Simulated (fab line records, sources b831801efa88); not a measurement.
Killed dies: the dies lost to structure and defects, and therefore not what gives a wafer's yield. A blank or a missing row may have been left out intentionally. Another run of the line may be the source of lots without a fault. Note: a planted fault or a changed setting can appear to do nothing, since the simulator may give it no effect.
fab line records || flow gf180mcu || part 2 of 2: steps 28 to 41 of 41
record: {"lots": 5, "wafers": 15, "last_day": 32}
route steps=602 shown V1@354 M2@362 V2@382
lots that met no fault: taken from a fault-free run of the same line
start_h: hours from the record's opening day to when the first of the lot's shown wafers began || wait_h: how many hours have passed since the lot's step before this one || " repeats the value in the row above || L1.1+2: a single row standing in for several wafers || - no value present, or no start provided || * or withheld: withheld || < > ~ a bound
route shown NAME@n: a module of which the file shows steps, and the number in the route of the first || usual: mean/standard deviation taken from wafers without a fault || same: alike in all rows || chamber/n: place in a boat || sites: per-site readings || _std_site: the standard deviation of these || _edge_site: inner sites' mean taken away from outer sites' mean || radius_mm: for every site, how far away it sits from the centre of the wafer || mask NAME#n: copy n || behind: the most recent tool/chamber to have shaped the wafer || hold: reason for holding the lot/hours on hold/outcome of the hold || device: which transistor (n, p or np) failed to switch || end of line: at the end of the route, the tests of the same wafers || a step given without rows: its recipe and nothing more || killed: dies that structure and defects cost at the first sort, which is not the same as the wafer's yield || map: a wafer's dies, marking killed ones x, the rest . and places with no die _
set.NAME: the run value of the setting; set.NAME@STEP: its run value at that earlier step || model.NAME: the simulator's own value behind a step, which no gauge read
lots seen at some steps along the route; tables by step, rows by wafer
services: from which hour (start_h, from the record's first day; less than 0 if before it) a tool's chamber was out of use, for how many hours, and why
== steps ==
step: GF_M2_CLEAN_19
recipe: {"chemistry": "DIW", "dry": "n2_spin"}
{"lot.wafer": "L076.4+5+6", "tool": "wet_bench-01", "chamber": 2, "start_h": 451.49, "wait_h": 0.0}
{"lot.wafer": "L078.1+4+5", "tool": "wet_bench-02", "chamber": 3, "start_h": 475.74, "wait_h": 0.0}
{"lot.wafer": "L079.1+4+6", "tool": "wet_bench-04", "chamber": 0, "start_h": 482.99, "wait_h": 0.0}
{"lot.wafer": "L084.1+2+6", "tool": "wet_bench-04", "chamber": 2, "start_h": 527.20, "wait_h": 0.0}
{"lot.wafer": "L088.1+3+6", "tool": "wet_bench-01", "chamber": 2, "start_h": 563.24, "wait_h": 0.0}
step: GF_V2_CVD_00
recipe: {"material": "SiO2", "target_thk_nm": 600, "sigma_open_frac": 0.3, "temp_c": 400, "time_s": 100, "sih4_flow_sccm": 60, "pressure_mtorr": 6}
{"lot.wafer": "L076.4+5+6", "tool": "hdpcvd-02", "chamber": "2,0,1", "start_h": 451.62, "wait_h": 0.0}
{"lot.wafer": "L078.1+4+5", "tool": "hdpcvd-01", "chamber": 2, "start_h": 475.84, "wait_h": 0.0}
{"lot.wafer": "L079.1+4+6", "tool": "hdpcvd-01", "chamber": "2,1,2", "start_h": 483.08, "wait_h": 0.0}
{"lot.wafer": "L084.1+2+6", "tool": "hdpcvd-02", "chamber": "2,1,2", "start_h": 527.29, "wait_h": 0.0}
{"lot.wafer": "L088.1+3+6", "tool": "hdpcvd-02", "chamber": "0,1,1", "start_h": 563.33, "wait_h": 0.0}
step: GF_V2_THK_MEAS_01
recipe: {"reads": "SiO2_of_V2_CVD_00"}
usual: {"V2_CVD_00_THK": "599/7.2"}
{"lot.wafer": "L076.4", "tool": "film_metro-04", "chamber": "-", "start_h": 451.69, "wait_h": 0.0, "V2_CVD_00_THK[nm]": 591}
{"lot.wafer": "L076.5", "tool": "film_metro-04", "chamber": "-", "start_h": 451.69, "wait_h": 0.0, "V2_CVD_00_THK[nm]": 598}
{"lot.wafer": "L076.6", "tool": "film_metro-04", "chamber": "-", "start_h": 451.69, "wait_h": 0.0, "V2_CVD_00_THK[nm]": 603}
{"lot.wafer": "L078.1", "tool": "film_metro-01", "chamber": "-", "start_h": 475.94, "wait_h": 0.1, "V2_CVD_00_THK[nm]": 600}
{"lot.wafer": "L078.4", "tool": "film_metro-01", "chamber": "-", "start_h": 475.94, "wait_h": 0.1, "V2_CVD_00_THK[nm]": 598}
{"lot.wafer": "L078.5", "tool": "film_metro-01", "chamber": "-", "start_h": 475.94, "wait_h": 0.1, "V2_CVD_00_THK[nm]": 596}
{"lot.wafer": "L079.1", "tool": "film_metro-04", "chamber": "-", "start_h": 483.16, "wait_h": 0.0, "V2_CVD_00_THK[nm]": 599}
{"lot.wafer": "L079.4", "tool": "film_metro-04", "chamber": "-", "start_h": 483.16, "wait_h": 0.0, "V2_CVD_00_THK[nm]": 590}
{"lot.wafer": "L079.6", "tool": "film_metro-04", "chamber": "-", "start_h": 483.16, "wait_h": 0.0, "V2_CVD_00_THK[nm]": 597}
{"lot.wafer": "L084.1", "tool": "film_metro-01", "chamber": "-", "start_h": 527.36, "wait_h": 0.0, "V2_CVD_00_THK[nm]": 598}
{"lot.wafer": "L084.2", "tool": "film_metro-01", "chamber": "-", "start_h": 527.36, "wait_h": 0.0, "V2_CVD_00_THK[nm]": 596}
{"lot.wafer": "L084.6", "tool": "film_metro-01", "chamber": "-", "start_h": 527.36, "wait_h": 0.0, "V2_CVD_00_THK[nm]": 597}
{"lot.wafer": "L088.1", "tool": "film_metro-01", "chamber": "-", "start_h": 563.41, "wait_h": 0.0, "V2_CVD_00_THK[nm]": 604}
{"lot.wafer": "L088.3", "tool": "film_metro-01", "chamber": "-", "start_h": 563.41, "wait_h": 0.0, "V2_CVD_00_THK[nm]": 600}
{"lot.wafer": "L088.6", "tool": "film_metro-01", "chamber": "-", "start_h": 563.41, "wait_h": 0.0, "V2_CVD_00_THK[nm]": 604}
step: GF_V2_CVD_02
recipe: {"material": "SiO2", "target_thk_nm": 850, "precursor": "TEOS", "temp_c": 400, "time_s": 94.851, "rf_w": 600}
usual: {"heater_power_outer_w": "414/100", "heater_power_w": "730/150", "rf_fwd_power_W": "596.2/2.2"}
{"lot.wafer": "L076.4", "tool": "pecvd-03", "chamber": 2, "start_h": 451.75, "wait_h": 0.1, "heater_power_outer_w": 335, "heater_power_w": 543, "rf_fwd_power_W": 597.2}
{"lot.wafer": "L076.5", "tool": "pecvd-03", "chamber": 1, "start_h": 451.75, "wait_h": 0.1, "heater_power_outer_w": 452, "heater_power_w": 749, "rf_fwd_power_W": 596.8}
{"lot.wafer": "L076.6", "tool": "pecvd-03", "chamber": 0, "start_h": 451.75, "wait_h": 0.1, "heater_power_outer_w": 462, "heater_power_w": 917, "rf_fwd_power_W": 597.1}
{"lot.wafer": "L078.1", "tool": "pecvd-04", "chamber": 2, "start_h": 476.00, "wait_h": 0.1, "heater_power_outer_w": 507, "heater_power_w": 926, "rf_fwd_power_W": 593.3}
{"lot.wafer": "L078.4", "tool": "pecvd-04", "chamber": 1, "start_h": 476.00, "wait_h": 0.1, "heater_power_outer_w": 294, "heater_power_w": 547, "rf_fwd_power_W": 595.2}
{"lot.wafer": "L078.5", "tool": "pecvd-04", "chamber": 0, "start_h": 476.00, "wait_h": 0.1, "heater_power_outer_w": 303, "heater_power_w": 559, "rf_fwd_power_W": 595.2}
{"lot.wafer": "L079.1", "tool": "pecvd-03", "chamber": 1, "start_h": 483.22, "wait_h": 0.1, "heater_power_outer_w": 405, "heater_power_w": 685, "rf_fwd_power_W": 598.7}
{"lot.wafer": "L079.4", "tool": "pecvd-03", "chamber": 0, "start_h": 483.22, "wait_h": 0.1, "heater_power_outer_w": 413, "heater_power_w": 824, "rf_fwd_power_W": 595.8}
{"lot.wafer": "L079.6", "tool": "pecvd-03", "chamber": 2, "start_h": 483.22, "wait_h": 0.1, "heater_power_outer_w": 388, "heater_power_w": 642, "rf_fwd_power_W": 597.0}
{"lot.wafer": "L084.1", "tool": "pecvd-04", "chamber": 0, "start_h": 527.42, "wait_h": 0.1, "heater_power_outer_w": 394, "heater_power_w": 656, "rf_fwd_power_W": 595.9}
{"lot.wafer": "L084.2", "tool": "pecvd-04", "chamber": 1, "start_h": 527.42, "wait_h": 0.1, "heater_power_outer_w": 309, "heater_power_w": 576, "rf_fwd_power_W": 595.8}
{"lot.wafer": "L084.6", "tool": "pecvd-04", "chamber": 2, "start_h": 527.42, "wait_h": 0.1, "heater_power_outer_w": 406, "heater_power_w": 755, "rf_fwd_power_W": 591.0}
{"lot.wafer": "L088.1", "tool": "pecvd-02", "chamber": 2, "start_h": 563.47, "wait_h": 0.1, "heater_power_outer_w": 393, "heater_power_w": 704, "rf_fwd_power_W": 597.7}
{"lot.wafer": "L088.3", "tool": "pecvd-02", "chamber": 2, "start_h": 563.47, "wait_h": 0.1, "heater_power_outer_w": 297, "heater_power_w": 574, "rf_fwd_power_W": 598.5}
{"lot.wafer": "L088.6", "tool": "pecvd-02", "chamber": 1, "start_h": 563.47, "wait_h": 0.1, "heater_power_outer_w": 489, "heater_power_w": 842, "rf_fwd_power_W": 594.1}
step: GF_V2_THK_MEAS_03
recipe: {"reads": "SiO2_of_V2_CVD_02"}
usual: {"V2_CVD_02_THK": "849/11"}
{"lot.wafer": "L076.4", "tool": "film_metro-01", "chamber": "-", "start_h": 451.82, "wait_h": 0.0, "V2_CVD_02_THK[nm]": 843}
{"lot.wafer": "L076.5", "tool": "film_metro-01", "chamber": "-", "start_h": 451.82, "wait_h": 0.0, "V2_CVD_02_THK[nm]": 849}
{"lot.wafer": "L076.6", "tool": "film_metro-01", "chamber": "-", "start_h": 451.82, "wait_h": 0.0, "V2_CVD_02_THK[nm]": 855}
{"lot.wafer": "L078.1", "tool": "film_metro-04", "chamber": "-", "start_h": 476.07, "wait_h": 0.0, "V2_CVD_02_THK[nm]": 837}
{"lot.wafer": "L078.4", "tool": "film_metro-04", "chamber": "-", "start_h": 476.07, "wait_h": 0.0, "V2_CVD_02_THK[nm]": 859}
{"lot.wafer": "L078.5", "tool": "film_metro-04", "chamber": "-", "start_h": 476.07, "wait_h": 0.0, "V2_CVD_02_THK[nm]": 841}
{"lot.wafer": "L079.1", "tool": "film_metro-01", "chamber": "-", "start_h": 483.29, "wait_h": 0.0, "V2_CVD_02_THK[nm]": 838}
{"lot.wafer": "L079.4", "tool": "film_metro-01", "chamber": "-", "start_h": 483.29, "wait_h": 0.0, "V2_CVD_02_THK[nm]": 852}
{"lot.wafer": "L079.6", "tool": "film_metro-01", "chamber": "-", "start_h": 483.29, "wait_h": 0.0, "V2_CVD_02_THK[nm]": 861}
{"lot.wafer": "L084.1", "tool": "film_metro-04", "chamber": "-", "start_h": 527.49, "wait_h": 0.0, "V2_CVD_02_THK[nm]": 837}
{"lot.wafer": "L084.2", "tool": "film_metro-04", "chamber": "-", "start_h": 527.49, "wait_h": 0.0, "V2_CVD_02_THK[nm]": 850}
{"lot.wafer": "L084.6", "tool": "film_metro-04", "chamber": "-", "start_h": 527.49, "wait_h": 0.0, "V2_CVD_02_THK[nm]": 866}
{"lot.wafer": "L088.1", "tool": "film_metro-04", "chamber": "-", "start_h": 563.57, "wait_h": 0.1, "V2_CVD_02_THK[nm]": 833}
{"lot.wafer": "L088.3", "tool": "film_metro-04", "chamber": "-", "start_h": 563.57, "wait_h": 0.1, "V2_CVD_02_THK[nm]": 855}
{"lot.wafer": "L088.6", "tool": "film_metro-04", "chamber": "-", "start_h": 563.57, "wait_h": 0.1, "V2_CVD_02_THK[nm]": 860}
step: GF_V2_CMP_04
recipe: {"material": "SiO2", "down_force_psi": 4, "platen_rpm": 60, "pad_velocity_m_s": 0.94248}
usual: {"motor_current_A": "11.7/1.1", "time_to_endpoint_s": "79/5.6"}
{"lot.wafer": "L076.4", "tool": "cmp-01", "chamber": 0, "start_h": 451.95, "wait_h": 0.1, "motor_current_A": 12.6, "time_to_endpoint_s": 76}
{"lot.wafer": "L076.6", "tool": "cmp-01", "chamber": 2, "start_h": 451.95, "wait_h": 0.1, "motor_current_A": 11.7, "time_to_endpoint_s": 79}
{"lot.wafer": "L076.5", "tool": "cmp-01", "chamber": 3, "start_h": 451.95, "wait_h": 0.1, "motor_current_A": 12.4, "time_to_endpoint_s": 83}
{"lot.wafer": "L078.4", "tool": "cmp-01", "chamber": 0, "start_h": 476.18, "wait_h": 0.1, "motor_current_A": 12.6, "time_to_endpoint_s": 80}
{"lot.wafer": "L078.1", "tool": "cmp-01", "chamber": 2, "start_h": 476.18, "wait_h": 0.1, "motor_current_A": 11.6, "time_to_endpoint_s": 75}
{"lot.wafer": "L078.5", "tool": "cmp-01", "chamber": 0, "start_h": 476.18, "wait_h": 0.1, "motor_current_A": 12.9, "time_to_endpoint_s": 76}
{"lot.wafer": "L079.4", "tool": "cmp-01", "chamber": 3, "start_h": 483.40, "wait_h": 0.1, "motor_current_A": 11.2, "time_to_endpoint_s": 85}
{"lot.wafer": "L079.1", "tool": "cmp-01", "chamber": 1, "start_h": 483.40, "wait_h": 0.1, "motor_current_A": 10.7, "time_to_endpoint_s": 73}
{"lot.wafer": "L079.6", "tool": "cmp-01", "chamber": 2, "start_h": 483.40, "wait_h": 0.1, "motor_current_A": 11.4, "time_to_endpoint_s": 80}
{"lot.wafer": "L084.1", "tool": "cmp-02", "chamber": 1, "start_h": 527.60, "wait_h": 0.1, "motor_current_A": 11.9, "time_to_endpoint_s": 70}
{"lot.wafer": "L084.2", "tool": "cmp-02", "chamber": 2, "start_h": 527.60, "wait_h": 0.1, "motor_current_A": 12.0, "time_to_endpoint_s": 79}
{"lot.wafer": "L084.6", "tool": "cmp-02", "chamber": 1, "start_h": 527.60, "wait_h": 0.1, "motor_current_A": 11.5, "time_to_endpoint_s": 81}
{"lot.wafer": "L088.3", "tool": "cmp-01", "chamber": 1, "start_h": 563.68, "wait_h": 0.1, "motor_current_A": 11.0, "time_to_endpoint_s": 79}
{"lot.wafer": "L088.1", "tool": "cmp-01", "chamber": 2, "start_h": 563.68, "wait_h": 0.1, "motor_current_A": 11.3, "time_to_endpoint_s": 65}
{"lot.wafer": "L088.6", "tool": "cmp-01", "chamber": 0, "start_h": 563.68, "wait_h": 0.1, "motor_current_A": 12.4, "time_to_endpoint_s": 78}
step: GF_V2_BOW_MEAS_05
recipe: {"mode": "bow"}
usual: {"V2_BOW": "100/7.8"}
{"lot.wafer": "L076.4", "tool": "film_metro-03", "chamber": "-", "start_h": 452.21, "wait_h": 0.2, "V2_BOW[um]": 96}
{"lot.wafer": "L076.5", "tool": "film_metro-03", "chamber": "-", "start_h": 452.21, "wait_h": 0.2, "V2_BOW[um]": 81}
{"lot.wafer": "L076.6", "tool": "film_metro-03", "chamber": "-", "start_h": 452.21, "wait_h": 0.2, "V2_BOW[um]": 89}
{"lot.wafer": "L078.1", "tool": "film_metro-01", "chamber": "-", "start_h": 476.43, "wait_h": 0.1, "V2_BOW[um]": 108}
{"lot.wafer": "L078.4", "tool": "film_metro-01", "chamber": "-", "start_h": 476.43, "wait_h": 0.1, "V2_BOW[um]": 106}
{"lot.wafer": "L078.5", "tool": "film_metro-01", "chamber": "-", "start_h": 476.43, "wait_h": 0.1, "V2_BOW[um]": 96}
{"lot.wafer": "L079.1", "tool": "film_metro-04", "chamber": "-", "start_h": 483.66, "wait_h": 0.1, "V2_BOW[um]": 97}
{"lot.wafer": "L079.4", "tool": "film_metro-04", "chamber": "-", "start_h": 483.66, "wait_h": 0.1, "V2_BOW[um]": 87}
{"lot.wafer": "L079.6", "tool": "film_metro-04", "chamber": "-", "start_h": 483.66, "wait_h": 0.1, "V2_BOW[um]": 84}
{"lot.wafer": "L084.1", "tool": "film_metro-01", "chamber": "-", "start_h": 527.85, "wait_h": 0.2, "V2_BOW[um]": 107}
{"lot.wafer": "L084.2", "tool": "film_metro-01", "chamber": "-", "start_h": 527.85, "wait_h": 0.2, "V2_BOW[um]": 107}
{"lot.wafer": "L084.6", "tool": "film_metro-01", "chamber": "-", "start_h": 527.85, "wait_h": 0.2, "V2_BOW[um]": 103}
{"lot.wafer": "L088.1", "tool": "film_metro-01", "chamber": "-", "start_h": 563.93, "wait_h": 0.1, "V2_BOW[um]": 109}
{"lot.wafer": "L088.3", "tool": "film_metro-01", "chamber": "-", "start_h": 563.93, "wait_h": 0.1, "V2_BOW[um]": 98}
{"lot.wafer": "L088.6", "tool": "film_metro-01", "chamber": "-", "start_h": 563.93, "wait_h": 0.1, "V2_BOW[um]": 97}
step: GF_V2_DEHYDRATE_06
recipe: {"temp_c": 200, "time_s": 60}
{"lot.wafer": "L076.4+5+6", "tool": "litho_track-03", "chamber": 0, "start_h": 463.81, "wait_h": 11.6}
{"lot.wafer": "L078.1+4+5", "tool": "litho_track-03", "chamber": 0, "start_h": 487.94, "wait_h": 11.5}
{"lot.wafer": "L079.1+4+6", "tool": "litho_track-04", "chamber": 0, "start_h": 494.77, "wait_h": 11.1}
{"lot.wafer": "L084.1+2+6", "tool": "litho_track-01", "chamber": 0, "start_h": 538.74, "wait_h": 10.9}
{"lot.wafer": "L088.1+3+6", "tool": "litho_track-01", "chamber": 0, "start_h": 573.89, "wait_h": 9.9}
step: GF_V2_HMDS_07
recipe: {"prime_time_s": 60, "prime_temp_c": 120}
{"lot.wafer": "L076.4+5+6", "tool": "litho_track-03", "chamber": 0, "start_h": 463.96, "wait_h": 0.1}
{"lot.wafer": "L078.1+4+5", "tool": "litho_track-03", "chamber": 0, "start_h": 488.09, "wait_h": 0.1}
{"lot.wafer": "L079.1+4+6", "tool": "litho_track-04", "chamber": 0, "start_h": 494.92, "wait_h": 0.1}
{"lot.wafer": "L084.1+2+6", "tool": "litho_track-01", "chamber": 0, "start_h": 538.89, "wait_h": 0.1}
{"lot.wafer": "L088.1+3+6", "tool": "litho_track-01", "chamber": 0, "start_h": 574.04, "wait_h": 0.1}
step: GF_V2_COAT_08
recipe: {"resist": "BARC", "temp_c": "withheld", "time_s": "withheld", "spin_rpm": "withheld", "resist_thk_nm": "withheld"}
{"lot.wafer": "L076.4+5+6", "tool": "litho_track-03", "chamber": 0, "start_h": 464.11, "wait_h": 0.1}
{"lot.wafer": "L078.1+4+5", "tool": "litho_track-03", "chamber": 0, "start_h": 488.24, "wait_h": 0.1}
{"lot.wafer": "L079.1+4+6", "tool": "litho_track-04", "chamber": 0, "start_h": 495.07, "wait_h": 0.1}
{"lot.wafer": "L084.1+2+6", "tool": "litho_track-01", "chamber": 0, "start_h": 539.04, "wait_h": 0.1}
{"lot.wafer": "L088.1+3+6", "tool": "litho_track-01", "chamber": 0, "start_h": 574.19, "wait_h": 0.1}
step: GF_V2_COAT_09
recipe: {"resist": "KrF", "spin_rpm": "withheld", "resist_thk_nm": 1000}
{"lot.wafer": "L076.4+5+6", "tool": "litho_track-03", "chamber": 0, "start_h": "-", "wait_h": "-"}
{"lot.wafer": "L078.1+4+5", "tool": "litho_track-03", "chamber": 0, "start_h": "-", "wait_h": "-"}
{"lot.wafer": "L079.1+4+6", "tool": "litho_track-04", "chamber": 0, "start_h": "-", "wait_h": "-"}
{"lot.wafer": "L084.1+2+6", "tool": "litho_track-01", "chamber": 0, "start_h": "-", "wait_h": "-"}
{"lot.wafer": "L088.1+3+6", "tool": "litho_track-01", "chamber": 0, "start_h": "-", "wait_h": "-"}
step: GF_V2_SOFTBAKE_10
recipe: {"temp_c": 130, "time_s": 60, "resist": "KrF"}
{"lot.wafer": "L076.4+5+6", "tool": "litho_track-03", "chamber": 0, "start_h": "-", "wait_h": "-"}
{"lot.wafer": "L078.1+4+5", "tool": "litho_track-03", "chamber": 0, "start_h": "-", "wait_h": "-"}
{"lot.wafer": "L079.1+4+6", "tool": "litho_track-04", "chamber": 0, "start_h": "-", "wait_h": "-"}
{"lot.wafer": "L084.1+2+6", "tool": "litho_track-01", "chamber": 0, "start_h": "-", "wait_h": "-"}
{"lot.wafer": "L088.1+3+6", "tool": "litho_track-01", "chamber": 0, "start_h": "-", "wait_h": "-"}
step: GF_V2_EXPOSE_11
recipe: {"mask_id": "Via2", "target_cd_nm": 260, "na": 0.68, "source_shape": "conventional", "sigma_outer": 0.6, "dose_mj": 38}
{"lot.wafer": "L076.4+5+6", "tool": "krf_scanner-02", "chamber": 0, "start_h": "-", "wait_h": "-", "mask": "Via2#0"}
{"lot.wafer": "L078.1+4+5", "tool": "krf_scanner-02", "chamber": 0, "start_h": "-", "wait_h": "-", "mask": "Via2#0"}
{"lot.wafer": "L079.1+4+6", "tool": "krf_scanner-02", "chamber": 0, "start_h": "-", "wait_h": "-", "mask": "Via2#0"}
{"lot.wafer": "L084.1+2+6", "tool": "krf_scanner-02", "chamber": 0, "start_h": "-", "wait_h": "-", "mask": "Via2#0"}
{"lot.wafer": "L088.1+3+6", "tool": "krf_scanner-02", "chamber": 0, "start_h": "-", "wait_h": "-", "mask": "Via2#0"}
step: GF_V2_PEB_12
recipe: {"peb_temp_c": 135, "peb_time_s": 90, "resist": "KrF"}
same: {"peb_time_s": 90}
{"lot.wafer": "L076.4+5+6", "tool": "litho_track-01", "chamber": 0, "start_h": "-", "wait_h": "-"}
{"lot.wafer": "L078.1+4+5", "tool": "litho_track-04", "chamber": 0, "start_h": "-", "wait_h": "-"}
{"lot.wafer": "L079.1+4+6", "tool": "litho_track-03", "chamber": 0, "start_h": "-", "wait_h": "-"}
{"lot.wafer": "L084.1+2+6", "tool": "litho_track-03", "chamber": 0, "start_h": "-", "wait_h": "-"}
{"lot.wafer": "L088.1+3+6", "tool": "litho_track-04", "chamber": 0, "start_h": "-", "wait_h": "-"}
== services ==
{"tool": "cmp-02", "chamber": "-", "start_h": 404.13, "hours": 4.0, "kind": "pm"}
{"tool": "pvd_sputter-01", "chamber": "-", "start_h": 404.92, "hours": 2.5, "kind": "repair"}
{"tool": "krf_scanner-02", "chamber": "-", "start_h": 405.36, "hours": 4.0, "kind": "pm"}
{"tool": "krf_scanner-02", "chamber": "-", "start_h": 418.92, "hours": 1.3, "kind": "pm"}
{"tool": "pvd_sputter-03", "chamber": "-", "start_h": 420.59, "hours": 18.3, "kind": "repair"}
{"tool": "pvd_sputter-03", "chamber": "-", "start_h": 428.16, "hours": 3.1, "kind": "repair"}
{"tool": "cmp-02", "chamber": "-", "start_h": 434.86, "hours": 1.0, "kind": "repair"}
{"tool": "cmp-01", "chamber": "-", "start_h": 442.92, "hours": 4.0, "kind": "pm"}
{"tool": "pvd_sputter-03", "chamber": "-", "start_h": 458.45, "hours": 15.5, "kind": "repair"}
{"tool": "pvd_sputter-04", "chamber": "-", "start_h": 468.90, "hours": 2.7, "kind": "repair"}
{"tool": "pvd_sputter-01", "chamber": "-", "start_h": 476.20, "hours": 1.8, "kind": "repair"}
{"tool": "pvd_sputter-03", "chamber": "-", "start_h": 481.06, "hours": 3.0, "kind": "repair"}
{"tool": "krf_scanner-02", "chamber": "-", "start_h": 491.02, "hours": 3.6, "kind": "pm"}
{"tool": "krf_scanner-02", "chamber": "-", "start_h": 494.58, "hours": 0.8, "kind": "pm"}
{"tool": "krf_scanner-02", "chamber": "-", "start_h": 498.16, "hours": 1.0, "kind": "pm"}
{"tool": "cmp-02", "chamber": "-", "start_h": 499.08, "hours": 1.5, "kind": "repair"}
{"tool": "cmp-01", "chamber": "-", "start_h": 502.89, "hours": 1.2, "kind": "repair"}
{"tool": "cmp-01", "chamber": "-", "start_h": 529.40, "hours": 1.8, "kind": "repair"}
{"tool": "pvd_sputter-02", "chamber": "-", "start_h": 533.96, "hours": 1.3, "kind": "repair"}
{"tool": "cmp-02", "chamber": "-", "start_h": 544.01, "hours": 0.6, "kind": "repair"}
{"tool": "wet_bench-04", "chamber": "-", "start_h": 563.68, "hours": 1.9, "kind": "pm"}
{"tool": "wet_bench-02", "chamber": "-", "start_h": 565.67, "hours": 2.1, "kind": "repair"}
{"tool": "cmp-01", "chamber": "-", "start_h": 572.00, "hours": 4.0, "kind": "pm"}
{"tool": "pvd_sputter-01", "chamber": "-", "start_h": 583.79, "hours": 0.5, "kind": "repair"}
